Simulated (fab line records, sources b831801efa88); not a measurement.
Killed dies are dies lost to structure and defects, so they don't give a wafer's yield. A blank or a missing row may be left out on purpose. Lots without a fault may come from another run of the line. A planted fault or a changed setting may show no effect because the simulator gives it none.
Which tool did it? | flow sfq_line | 14 lots, 42 wafers sampled, at 4 steps of a route of 325

WHAT THE GAUGES READ, wafer by wafer
SFQ_L0V_OVL_MEAS_903. Usual: L0V_OVL 0 nm, standard deviation 5.8.
lot  | measured     | on         | L0V_OVL (nm) | flag
L494 | day 6 16:16  | overlay-01 | 1 -4 4       |
L495 | day 7 00:40  | overlay-01 | -6 2 -6      |
L496 | day 7 09:04  | overlay-02 | 12 11 7      |
L497 | day 7 13:52  | overlay-01 | 2 3 -2       |
L498 | day 7 20:59  | overlay-01 | -10 -9 -1    |
L499 | day 8 03:43  | overlay-01 | -2 0 -3      |
L500 | day 8 10:55  | overlay-02 | 5 5 0        |
L501 | day 8 16:55  | overlay-01 | 5 1 -3       |
L502 | day 8 19:19  | overlay-02 | -9 -11 -11   |
L508 | day 10 15:52 | overlay-02 | 5 3 6        |
L509 | day 10 23:04 | overlay-01 | 6 11 5       |
L511 | day 11 14:41 | overlay-02 | -6 -2 -1     |
L514 | day 12 17:54 | overlay-01 | -7 -7 -7     |
L516 | day 13 09:30 | overlay-02 | -3 -4 -7     |

SFQ_I2_BOW_MEAS_917. Usual: I2_BOW 3 um, standard deviation 7.5.
lot  | measured     | on            | I2_BOW (um)     | flag
L494 | day 28 23:14 | film_metro-04 | 9 5 6           |
L495 | day 29 02:13 | film_metro-03 | -1 10 7         |
L496 | day 34 15:37 | film_metro-03 | 16 8 -7         |
L497 | day 35 01:52 | film_metro-02 | -2 2 3          |
L498 | day 35 15:03 | film_metro-04 | 6 0 9           |
L499 | day 36 00:17 | film_metro-02 | -8 -4 1         |
L500 | day 37 04:40 | film_metro-03 | 14 9 -1         |
L501 | day 37 11:59 | film_metro-04 | 0 14 4          |
L502 | day 37 19:12 | film_metro-03 | -6 6 9          |
L508 | day 38 21:07 | film_metro-02 | 2 -2 -14        |
L509 | day 38 22:56 | film_metro-03 | -4 6 -9 - - -   |
L511 | day 39 07:23 | film_metro-02 | -15 -4 -3 - - - |
L514 | day 39 18:17 | film_metro-03 | 7 19 1          |
L516 | day 39 21:16 | film_metro-03 | 3 8 11          |

WHICH TOOL RAN EACH LOT (tool, then ch and the chambers of the sampled wafers, then the start)
lot  | SFQ_TRILAYER_I1_VIA_BARC_OPEN_VIA_ETCH_071 | SFQ_TRILAYER_I2_CMP_CMP_064
L494 | rie_diel-01 ch 1,3, day 28 01:32           | cmp-02 ch 1,3, day 28 20:13
L495 | rie_diel-04 ch 0,1,2, day 28 05:08         | cmp-02 ch 0,2,3, day 28 23:13
L496 | rie_diel-03 ch 1,3, day 28 18:57           | cmp-02 ch 1,3, day 34 13:05
L497 | rie_diel-01 ch 0,1, day 29 00:57           | cmp-02 ch 0,1,2, day 34 23:50
L498 | rie_diel-03 ch 1,2,3, day 29 09:31         | cmp-01 ch 1,2, day 35 12:29
L499 | rie_diel-01 ch 0,1,2, day 30 00:59         | cmp-02 ch 0,2,3, day 35 21:47
L500 | rie_diel-01 ch 1,2,3, day 31 02:28         | cmp-01 ch 0,1,2, day 37 01:40
L501 | rie_diel-03 ch 1,3, day 31 08:28           | cmp-02 ch 0,1,2, day 37 09:29
L502 | rie_diel-01 ch 0,1,3, day 31 12:04         | cmp-02 ch 1,2, day 37 16:42
L508 | rie_diel-03 ch 0,1,2, day 32 18:40         | cmp-01 ch 1,2,3, day 38 18:37
L509 | rie_diel-01 ch 0,2,3, day 32 21:04         | cmp-02 ch 0,1,3, day 38 20:55
L511 | rie_diel-03 ch 1,2, day 33 01:52           | cmp-02 ch 0,1,3, day 39 05:49
L514 | rie_diel-01 ch 1,2,3, day 33 07:10         | cmp-01 ch 0,1,2, day 39 16:16
L516 | rie_diel-03 ch 1,2,3, day 33 10:46         | cmp-01 ch 2,3, day 39 18:16
- SFQ_TRILAYER_I1_VIA_BARC_OPEN_VIA_ETCH_071: etches BARC in O2, target depth 125 nm, time 41.7 s.
- SFQ_TRILAYER_I2_CMP_CMP_064: polishes SiO2.

WHAT THE TOOLS THEMSELVES READ (means of the sampled wafers that have a number; where no wafer has one, the mark that the record gives instead)
SFQ_TRILAYER_I1_VIA_BARC_OPEN_VIA_ETCH_071. Usual: drypump_motor_current_A 5.8 A, standard deviation 0.5; oes_product_au 0.684 a.u., standard deviation 0.0048.
lot  | tool        | drypump_motor_current_A (A) | oes_product_au (a.u.) | flag
L494 | rie_diel-01 | 6.5                         | 0.688                 |
L495 | rie_diel-04 | 5.6                         | 0.686                 |
L496 | rie_diel-03 | 5.2                         | 0.687                 |
L497 | rie_diel-01 | 6.1                         | 0.686                 |
L498 | rie_diel-03 | 5.6                         | 0.683                 |
L499 | rie_diel-01 | 5.7                         | 0.685                 |
L500 | rie_diel-01 | 6.0                         | 0.683                 |
L501 | rie_diel-03 | 5.4                         | 0.684                 |
L502 | rie_diel-01 | 6.2                         | 0.688                 |
L508 | rie_diel-03 | 5.9                         | 0.684                 |
L509 | rie_diel-01 | 5.8                         | 0.683                 |
L511 | rie_diel-03 | 6.0                         | 0.681                 |
L514 | rie_diel-01 | 6.0                         | 0.680                 |
L516 | rie_diel-03 | 5.6                         | 0.688                 |

SFQ_TRILAYER_I2_CMP_CMP_064. Usual: motor_current_A 10.5 A, standard deviation 1.3; platen_rpm 60.00 rpm, standard deviation 0.044; time_to_endpoint_s 216 s, standard deviation 5.7.
lot  | tool   | motor_current_A (A) | platen_rpm (rpm) | time_to_endpoint_s (s) | flag
L494 | cmp-02 | 10.0                | 59.99            | 211                    |
L495 | cmp-02 | 10.9                | 60.00            | 216                    |
L496 | cmp-02 | 10.1                | 59.98            | 218                    |
L497 | cmp-02 | 10.6                | 59.97            | 213                    |
L498 | cmp-01 | 11.3                | 60.00            | 216                    |
L499 | cmp-02 | 10.9                | 59.92            | 217                    |
L500 | cmp-01 | 11.1                | 60.01            | 219                    |
L501 | cmp-02 | 10.8                | 60.00            | 223                    |
L502 | cmp-02 | 9.7                 | 59.96            | 216                    |
L508 | cmp-01 | 10.5                | 60.02            | 219                    |
L509 | cmp-02 | 10.5                | 60.01            | 215                    |
L511 | cmp-02 | 10.9                | 60.00            | 217                    |
L514 | cmp-01 | 11.2                | 60.02            | 216                    |
L516 | cmp-01 | 9.6                 | 59.94            | 215                    |

THE ANSWER, worked out from the rows above alone
Rule: a lot is off if the mean of its wafers that have a number lies more than 3 standard deviations from the usual mean. A lot without any number at a reading at which 4 lots or more have one is off too. The other lots that the step has rows for count as sound. The gauges are gone through in route order, then the tools' own readings, and for those a lot's mean is taken as printed above. The first step at which some lot is off is used, and at that step the reading that is off furthest; a lot without a number counts as furthest.
No lot is off at any reading shown: from this, nothing can be told.

WHAT THE SIMULATOR HAD PUT IN
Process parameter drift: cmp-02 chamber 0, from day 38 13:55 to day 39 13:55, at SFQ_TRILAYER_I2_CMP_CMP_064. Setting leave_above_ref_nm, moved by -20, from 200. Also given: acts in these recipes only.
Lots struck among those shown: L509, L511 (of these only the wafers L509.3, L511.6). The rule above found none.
